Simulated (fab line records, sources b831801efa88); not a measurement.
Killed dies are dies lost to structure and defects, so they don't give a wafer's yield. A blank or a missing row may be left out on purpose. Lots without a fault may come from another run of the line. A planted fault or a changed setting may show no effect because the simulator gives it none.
Chamber matching | flow sky130 | SKY_PASSIVATION_CVD_02 on pecvd-04: 3 sister chambers
The step deposits Si3N4, target thk 540 nm. 3 wafers are shown with their chamber, then 7 later ones without.

WAFERS WITH THEIR CHAMBER
wafer  | chamber | heater_power_w (W)
L086.6 | 1       | 690
L092.1 | 0       | 676
L092.2 | 2       | 636

WAFERS WITHOUT THEIR CHAMBER
wafer  | heater_power_w (W)
L092.3 | 623
L092.4 | 670
L092.5 | 663
L092.6 | 648
L097.1 | 675
L097.3 | 649
L097.6 | 665

WHICH CHAMBER EACH WENT THROUGH
wafer  | from the rows above          | in truth
L092.3 | 2                            | 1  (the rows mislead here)
L092.4 | can't be placed: 0 or 1      | 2
L092.5 | can't be placed: 0 or 1 or 2 | 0
L092.6 | can't be placed: 2 or 0      | 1
L097.1 | can't be placed: 0 or 1      | 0
L097.3 | can't be placed: 2 or 0      | 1
L097.6 | can't be placed: 0 or 1 or 2 | 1
Placed correctly: 0 of 7. Can't be placed from these rows: 6 (the true chamber is among the candidates in 3). Placed wrongly: 1.
How it was worked out, from the rows above alone: a wafer's distance from a chamber is the root of the sum, over the readings, of the square of ((its reading less the chamber's mean) divided by the reading's scatter). The wafer belongs to the nearest chamber; if the next one is less than 2 further off, it can't be placed. A chamber's mean is the mean of its shown wafers. The scatter: with one shown wafer a chamber, the root of the mean of the squares of how far each hidden wafer lies from its nearest shown one.
